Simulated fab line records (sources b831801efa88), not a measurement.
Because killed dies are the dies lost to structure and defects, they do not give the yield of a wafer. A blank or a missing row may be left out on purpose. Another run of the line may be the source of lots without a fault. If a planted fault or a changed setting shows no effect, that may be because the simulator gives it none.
Which tool is to blame? :: flow sfq-line :: 45 wafers from 15 lots sampled at 4 of the route's 325 steps

== WHAT THE GAUGES READ, wafer by wafer ==
No reading from a measuring or inspecting step in the record can be judged against a usual standard deviation.

== TOOL THAT RAN EACH LOT (tool first, then ch and the chambers of the sampled wafers, then the start) ==
lot: L352
SFQ_TRILAYER_JJ_TRILAYER_DEP_SPUTTER_109: pvd-sputter-03, day 59 12:13
SFQ_TRILAYER_M5_ETCH_METAL_ETCH_126: rie-metal-03 ch 0,1, day 65 03:49
SFQ_TRILAYER_R5_LITHO_EXPOSE_137: krf-scanner-02 ch 0, day 65 12:35
SFQ_TRILAYER_I5_ETCH_VIA_ETCH_147: rie-diel-01 ch 1,2, day 69 14:41

lot: L354
SFQ_TRILAYER_JJ_TRILAYER_DEP_SPUTTER_109: pvd-sputter-04, day 60 15:13
SFQ_TRILAYER_M5_ETCH_METAL_ETCH_126: rie-metal-01 ch 0,1, day 70 01:30
SFQ_TRILAYER_R5_LITHO_EXPOSE_137: krf-scanner-02 ch 0, day 74 09:27
SFQ_TRILAYER_I5_ETCH_VIA_ETCH_147: rie-diel-02 ch 1,2,3, day 74 15:55

lot: L355
SFQ_TRILAYER_JJ_TRILAYER_DEP_SPUTTER_109: pvd-sputter-04, day 60 19:53
SFQ_TRILAYER_M5_ETCH_METAL_ETCH_126: rie-metal-03 ch 0,1, day 70 02:42
SFQ_TRILAYER_R5_LITHO_EXPOSE_137: krf-scanner-02 ch 0, day 74 10:39
SFQ_TRILAYER_I5_ETCH_VIA_ETCH_147: rie-diel-01 ch 0,2,3, day 74 17:07

lot: L356
SFQ_TRILAYER_JJ_TRILAYER_DEP_SPUTTER_109: pvd-sputter-04, day 61 09:27
SFQ_TRILAYER_M5_ETCH_METAL_ETCH_126: rie-metal-01 ch 0,1, day 70 05:06
SFQ_TRILAYER_R5_LITHO_EXPOSE_137: krf-scanner-02 ch 0, day 74 11:51
SFQ_TRILAYER_I5_ETCH_VIA_ETCH_147: rie-diel-03 ch 1,2, day 74 18:19

lot: L357
SFQ_TRILAYER_JJ_TRILAYER_DEP_SPUTTER_109: pvd-sputter-04, day 61 22:39
SFQ_TRILAYER_M5_ETCH_METAL_ETCH_126: rie-metal-03 ch 0,1, day 70 07:30
SFQ_TRILAYER_R5_LITHO_EXPOSE_137: krf-scanner-01 ch 0, day 74 16:51
SFQ_TRILAYER_I5_ETCH_VIA_ETCH_147: rie-diel-01 ch 1,2,3, day 74 22:03

lot: L362
SFQ_TRILAYER_JJ_TRILAYER_DEP_SPUTTER_109: pvd-sputter-04, day 63 04:39
SFQ_TRILAYER_M5_ETCH_METAL_ETCH_126: rie-metal-03 ch 0,1, day 70 17:06
SFQ_TRILAYER_R5_LITHO_EXPOSE_137: krf-scanner-01 ch 0, day 75 02:15
SFQ_TRILAYER_I5_ETCH_VIA_ETCH_147: rie-diel-03 ch 0,3, day 75 09:36

lot: L364
SFQ_TRILAYER_JJ_TRILAYER_DEP_SPUTTER_109: pvd-sputter-04, day 63 23:51
SFQ_TRILAYER_M5_ETCH_METAL_ETCH_126: rie-metal-03 ch 0,1, day 70 21:58
SFQ_TRILAYER_R5_LITHO_EXPOSE_137: krf-scanner-01 ch 0, day 75 06:15
SFQ_TRILAYER_I5_ETCH_VIA_ETCH_147: rie-diel-03 ch 0,2,3, day 75 14:24

lot: L366
SFQ_TRILAYER_JJ_TRILAYER_DEP_SPUTTER_109: pvd-sputter-06, day 64 13:06
SFQ_TRILAYER_M5_ETCH_METAL_ETCH_126: rie-metal-01 ch 0,1, day 71 01:30
SFQ_TRILAYER_R5_LITHO_EXPOSE_137: krf-scanner-01 ch 0, day 75 10:51
SFQ_TRILAYER_I5_ETCH_VIA_ETCH_147: rie-diel-03 ch 0,1,3, day 75 19:12

lot: L368
SFQ_TRILAYER_JJ_TRILAYER_DEP_SPUTTER_109: pvd-sputter-06, day 65 21:09
SFQ_TRILAYER_M5_ETCH_METAL_ETCH_126: rie-metal-03 ch 0,1, day 74 08:43
SFQ_TRILAYER_R5_LITHO_EXPOSE_137: krf-scanner-01, day 78 18:16
SFQ_TRILAYER_I5_ETCH_VIA_ETCH_147: rie-diel-02 ch 0,1,3, day 82 20:19

lot: L369
SFQ_TRILAYER_JJ_TRILAYER_DEP_SPUTTER_109: pvd-sputter-03, day 66 11:13
SFQ_TRILAYER_M5_ETCH_METAL_ETCH_126: rie-metal-03 ch 0,1, day 75 02:38
SFQ_TRILAYER_R5_LITHO_EXPOSE_137: krf-scanner-02, day 79 05:25
SFQ_TRILAYER_I5_ETCH_VIA_ETCH_147: rie-diel-03 ch 1,2,3, day 82 21:38

lot: L370
SFQ_TRILAYER_JJ_TRILAYER_DEP_SPUTTER_109: pvd-sputter-06, day 66 17:14
SFQ_TRILAYER_M5_ETCH_METAL_ETCH_126: rie-metal-02 ch 0, day 75 13:34
SFQ_TRILAYER_R5_LITHO_EXPOSE_137: krf-scanner-01, day 79 18:56
SFQ_TRILAYER_I5_ETCH_VIA_ETCH_147: rie-diel-02 ch 0,2,3, day 83 19:14

lot: L372
SFQ_TRILAYER_JJ_TRILAYER_DEP_SPUTTER_109: pvd-sputter-03, day 67 14:43
SFQ_TRILAYER_M5_ETCH_METAL_ETCH_126: rie-metal-03 ch 0,1, day 76 06:01
SFQ_TRILAYER_R5_LITHO_EXPOSE_137: krf-scanner-01 ch 0, day 80 13:56
SFQ_TRILAYER_I5_ETCH_VIA_ETCH_147: rie-diel-02 ch 2,3, day 84 16:50

lot: L373
SFQ_TRILAYER_JJ_TRILAYER_DEP_SPUTTER_109: pvd-sputter-06, day 67 16:31
SFQ_TRILAYER_M5_ETCH_METAL_ETCH_126: rie-metal-02 ch 0, day 76 08:37
SFQ_TRILAYER_R5_LITHO_EXPOSE_137: krf-scanner-01 ch 0, day 80 17:56
SFQ_TRILAYER_I5_ETCH_VIA_ETCH_147: rie-diel-03 ch 0,2,3, day 84 20:26

lot: L374
SFQ_TRILAYER_JJ_TRILAYER_DEP_SPUTTER_109: pvd-sputter-03, day 67 18:55
SFQ_TRILAYER_M5_ETCH_METAL_ETCH_126: rie-metal-03 ch 0,1, day 76 12:01
SFQ_TRILAYER_R5_LITHO_EXPOSE_137: krf-scanner-01 ch 0, day 80 19:56
SFQ_TRILAYER_I5_ETCH_VIA_ETCH_147: rie-diel-02 ch 0,2,3, day 84 22:50

lot: L375
SFQ_TRILAYER_JJ_TRILAYER_DEP_SPUTTER_109: pvd-sputter-06, day 67 21:19
SFQ_TRILAYER_M5_ETCH_METAL_ETCH_126: rie-metal-01 ch 0,1, day 76 13:13
SFQ_TRILAYER_R5_LITHO_EXPOSE_137: krf-scanner-01 ch 0, day 80 22:20
SFQ_TRILAYER_I5_ETCH_VIA_ETCH_147: rie-diel-01 ch 0,2,3, day 85 01:14
- SFQ_TRILAYER_JJ_TRILAYER_DEP_SPUTTER_109: material Nb, target thk 150 nm, time 100 s.
- SFQ_TRILAYER_M5_ETCH_METAL_ETCH_126: etches Nb in Cl2/BCl3, stops on SiO2, time 203.2 s, target depth 265 nm.
- SFQ_TRILAYER_R5_LITHO_EXPOSE_137: exposes mask R5, target cd 500 nm.
- SFQ_TRILAYER_I5_ETCH_VIA_ETCH_147: etches the open film in CHF3, stops on Nb, target depth 360 nm.

== WHAT THE TOOLS THEMSELVES READ (means of the sampled wafers that have a number; where no wafer has one, the mark that the record gives instead) ==
SFQ_TRILAYER_JJ_TRILAYER_DEP_SPUTTER_109. Usual: base-pressure-pa 1.33e-06 Pa, standard deviation 9.4e-08; cathode-dc-power-W 2000.0 W, standard deviation 0.37; substrate-temp-c 19.99 C, standard deviation 0.096; throttle-valve-pct 29.9 %, standard deviation 0.93.
lot: L352
tool: pvd-sputter-03
base-pressure-pa (Pa): 1.32e-06
cathode-dc-power-W (W): 1999.9
substrate-temp-c (C): 20.05
throttle-valve-pct (%): 30.3
flag: 

lot: L354
tool: pvd-sputter-04
base-pressure-pa (Pa): 1.33e-06
cathode-dc-power-W (W): 2000.2
substrate-temp-c (C): 20.11
throttle-valve-pct (%): 29.6
flag: 

lot: L355
tool: pvd-sputter-04
base-pressure-pa (Pa): 1.44e-06
cathode-dc-power-W (W): 1999.9
substrate-temp-c (C): 20.02
throttle-valve-pct (%): 29.8
flag: 

lot: L356
tool: pvd-sputter-04
base-pressure-pa (Pa): 1.44e-06
cathode-dc-power-W (W): 2000.0
substrate-temp-c (C): 19.93
throttle-valve-pct (%): 29.5
flag: 

lot: L357
tool: pvd-sputter-04
base-pressure-pa (Pa): 1.35e-06
cathode-dc-power-W (W): 2000.2
substrate-temp-c (C): 20.01
throttle-valve-pct (%): 29.2
flag: 

lot: L362
tool: pvd-sputter-04
base-pressure-pa (Pa): 1.34e-06
cathode-dc-power-W (W): 1999.9
substrate-temp-c (C): 20.06
throttle-valve-pct (%): 28.9
flag: 

lot: L364
tool: pvd-sputter-04
base-pressure-pa (Pa): 1.31e-06
cathode-dc-power-W (W): 2000.0
substrate-temp-c (C): 19.93
throttle-valve-pct (%): 29.5
flag: 

lot: L366
tool: pvd-sputter-06
base-pressure-pa (Pa): 1.36e-06
cathode-dc-power-W (W): 1999.9
substrate-temp-c (C): 19.93
throttle-valve-pct (%): 30.9
flag: 

lot: L368
tool: pvd-sputter-06
base-pressure-pa (Pa): -
cathode-dc-power-W (W): -
substrate-temp-c (C): -
throttle-valve-pct (%): -
flag: OFF

lot: L369
tool: pvd-sputter-03
base-pressure-pa (Pa): -
cathode-dc-power-W (W): -
substrate-temp-c (C): -
throttle-valve-pct (%): -
flag: OFF

lot: L370
tool: pvd-sputter-06
base-pressure-pa (Pa): -
cathode-dc-power-W (W): -
substrate-temp-c (C): -
throttle-valve-pct (%): -
flag: OFF

lot: L372
tool: pvd-sputter-03
base-pressure-pa (Pa): 1.32e-06
cathode-dc-power-W (W): 1999.7
substrate-temp-c (C): 19.96
throttle-valve-pct (%): 30.0
flag: 

lot: L373
tool: pvd-sputter-06
base-pressure-pa (Pa): 1.35e-06
cathode-dc-power-W (W): 2000.0
substrate-temp-c (C): 20.03
throttle-valve-pct (%): 30.3
flag: 

lot: L374
tool: pvd-sputter-03
base-pressure-pa (Pa): 1.33e-06
cathode-dc-power-W (W): 1999.8
substrate-temp-c (C): 20.01
throttle-valve-pct (%): 30.7
flag: 

lot: L375
tool: pvd-sputter-06
base-pressure-pa (Pa): 1.21e-06
cathode-dc-power-W (W): 1999.9
substrate-temp-c (C): 19.93
throttle-valve-pct (%): 29.7
flag: 

SFQ_TRILAYER_M5_ETCH_METAL_ETCH_126. Usual: drypump-motor-current-A 5.63 A, standard deviation 0.23; oes-product-au 0.730 a.u., standard deviation 0.0056.
lot: L352
tool: rie-metal-03
drypump-motor-current-A (A): 5.41
oes-product-au (a.u.): 0.734
flag: 

lot: L354
tool: rie-metal-01
drypump-motor-current-A (A): 5.74
oes-product-au (a.u.): 0.729
flag: 

lot: L355
tool: rie-metal-03
drypump-motor-current-A (A): 5.41
oes-product-au (a.u.): 0.730
flag: 

lot: L356
tool: rie-metal-01
drypump-motor-current-A (A): 5.75
oes-product-au (a.u.): 0.726
flag: 

lot: L357
tool: rie-metal-03
drypump-motor-current-A (A): 5.41
oes-product-au (a.u.): 0.730
flag: 

lot: L362
tool: rie-metal-03
drypump-motor-current-A (A): 5.40
oes-product-au (a.u.): 0.733
flag: 

lot: L364
tool: rie-metal-03
drypump-motor-current-A (A): 5.41
oes-product-au (a.u.): 0.733
flag: 

lot: L366
tool: rie-metal-01
drypump-motor-current-A (A): 5.73
oes-product-au (a.u.): 0.735
flag: 

lot: L368
tool: rie-metal-03
drypump-motor-current-A (A): 5.41
oes-product-au (a.u.): 0.374
flag: OFF

lot: L369
tool: rie-metal-03
drypump-motor-current-A (A): 5.41
oes-product-au (a.u.): 0.376
flag: OFF

lot: L370
tool: rie-metal-02
drypump-motor-current-A (A): 5.99
oes-product-au (a.u.): 0.378
flag: OFF

lot: L372
tool: rie-metal-03
drypump-motor-current-A (A): 5.40
oes-product-au (a.u.): 0.733
flag: 

lot: L373
tool: rie-metal-02
drypump-motor-current-A (A): 6.01
oes-product-au (a.u.): 0.721
flag: 

lot: L374
tool: rie-metal-03
drypump-motor-current-A (A): 5.41
oes-product-au (a.u.): 0.725
flag: 

lot: L375
tool: rie-metal-01
drypump-motor-current-A (A): 5.79
oes-product-au (a.u.): 0.726
flag: 

SFQ_TRILAYER_R5_LITHO_EXPOSE_137. Usual: exposure-dose-mJ-cm2 14.398, standard deviation 0.016; focus-offset-nm 0.0 nm, standard deviation 0.57; reticle-temp-C 23.02 C, standard deviation 0.1.
lot: L352
tool: krf-scanner-02
exposure-dose-mJ-cm2: 14.398
focus-offset-nm (nm): 0.1
reticle-temp-C (C): 23.05
flag: 

lot: L354
tool: krf-scanner-02
exposure-dose-mJ-cm2: 14.396
focus-offset-nm (nm): -0.8
reticle-temp-C (C): 23.05
flag: 

lot: L355
tool: krf-scanner-02
exposure-dose-mJ-cm2: 14.407
focus-offset-nm (nm): 0.3
reticle-temp-C (C): 22.80
flag: 

lot: L356
tool: krf-scanner-02
exposure-dose-mJ-cm2: 14.409
focus-offset-nm (nm): -0.1
reticle-temp-C (C): 23.07
flag: 

lot: L357
tool: krf-scanner-01
exposure-dose-mJ-cm2: 14.401
focus-offset-nm (nm): -0.0
reticle-temp-C (C): 23.03
flag: 

lot: L362
tool: krf-scanner-01
exposure-dose-mJ-cm2: 14.381
focus-offset-nm (nm): 0.8
reticle-temp-C (C): 22.98
flag: 

lot: L364
tool: krf-scanner-01
exposure-dose-mJ-cm2: 14.397
focus-offset-nm (nm): 0.1
reticle-temp-C (C): 22.99
flag: 

lot: L366
tool: krf-scanner-01
exposure-dose-mJ-cm2: 14.398
focus-offset-nm (nm): 0.7
reticle-temp-C (C): 23.14
flag: 

lot: L368
tool: krf-scanner-01
exposure-dose-mJ-cm2: -
focus-offset-nm (nm): -
reticle-temp-C (C): -
flag: OFF

lot: L369
tool: krf-scanner-02
exposure-dose-mJ-cm2: -
focus-offset-nm (nm): -
reticle-temp-C (C): -
flag: OFF

lot: L370
tool: krf-scanner-01
exposure-dose-mJ-cm2: -
focus-offset-nm (nm): -
reticle-temp-C (C): -
flag: OFF

lot: L372
tool: krf-scanner-01
exposure-dose-mJ-cm2: 14.405
focus-offset-nm (nm): 0.1
reticle-temp-C (C): 23.08
flag: 

lot: L373
tool: krf-scanner-01
exposure-dose-mJ-cm2: 14.402
focus-offset-nm (nm): 0.3
reticle-temp-C (C): 23.07
flag: 

lot: L374
tool: krf-scanner-01
exposure-dose-mJ-cm2: 14.385
focus-offset-nm (nm): -0.3
reticle-temp-C (C): 23.12
flag: 

lot: L375
tool: krf-scanner-01
exposure-dose-mJ-cm2: 14.396
focus-offset-nm (nm): 0.8
reticle-temp-C (C): 22.98
flag: 

SFQ_TRILAYER_I5_ETCH_VIA_ETCH_147. Usual: drypump-motor-current-A 5.9 A, standard deviation 0.47; oes-product-au 0.990 a.u., standard deviation 0.0053.
lot: L352
tool: rie-diel-01
drypump-motor-current-A (A): 6.2
oes-product-au (a.u.): 0.992
flag: 

lot: L354
tool: rie-diel-02
drypump-motor-current-A (A): 5.4
oes-product-au (a.u.): 0.985
flag: 

lot: L355
tool: rie-diel-01
drypump-motor-current-A (A): 6.0
oes-product-au (a.u.): 0.984
flag: 

lot: L356
tool: rie-diel-03
drypump-motor-current-A (A): 6.0
oes-product-au (a.u.): 0.990
flag: 

lot: L357
tool: rie-diel-01
drypump-motor-current-A (A): 6.3
oes-product-au (a.u.): 0.993
flag: 

lot: L362
tool: rie-diel-03
drypump-motor-current-A (A): 6.0
oes-product-au (a.u.): 0.989
flag: 

lot: L364
tool: rie-diel-03
drypump-motor-current-A (A): 5.9
oes-product-au (a.u.): 0.990
flag: 

lot: L366
tool: rie-diel-03
drypump-motor-current-A (A): 5.9
oes-product-au (a.u.): 0.991
flag: 

lot: L368
tool: rie-diel-02
drypump-motor-current-A (A): 5.2
oes-product-au (a.u.): 0.375
flag: OFF

lot: L369
tool: rie-diel-03
drypump-motor-current-A (A): 5.8
oes-product-au (a.u.): 0.373
flag: OFF

lot: L370
tool: rie-diel-02
drypump-motor-current-A (A): 5.6
oes-product-au (a.u.): 0.377
flag: OFF

lot: L372
tool: rie-diel-02
drypump-motor-current-A (A): 5.7
oes-product-au (a.u.): 0.990
flag: 

lot: L373
tool: rie-diel-03
drypump-motor-current-A (A): 5.9
oes-product-au (a.u.): 0.989
flag: 

lot: L374
tool: rie-diel-02
drypump-motor-current-A (A): 5.6
oes-product-au (a.u.): 0.993
flag: 

lot: L375
tool: rie-diel-01
drypump-motor-current-A (A): 6.0
oes-product-au (a.u.): 0.996
flag: 

== THE ANSWER, worked out from the rows above alone ==
Rule: a lot counts as off when the mean over its wafers that have a number is more than 3 standard deviations away from the usual mean. Also off: a lot with no number at a reading for which 4 or more lots have one. Any other lot the step has rows for is counted as sound. First the gauges in route order, then the tools' own readings, where a lot's mean is used as printed above. The first step at which some lot is off is used, and at that step the reading that is off furthest; a lot without a number counts as furthest.
Off at SFQ_TRILAYER_JJ_TRILAYER_DEP_SPUTTER_109 (base-pressure-pa): L368, L369, L370. Without a number there: L368, L369, L370.
A tool fits if, at that step or a process step before it, it ran every lot that is off, and no sound lot after the first of them. No candidate that was tried fits.

== WHAT THE SIMULATOR PUT IN ==
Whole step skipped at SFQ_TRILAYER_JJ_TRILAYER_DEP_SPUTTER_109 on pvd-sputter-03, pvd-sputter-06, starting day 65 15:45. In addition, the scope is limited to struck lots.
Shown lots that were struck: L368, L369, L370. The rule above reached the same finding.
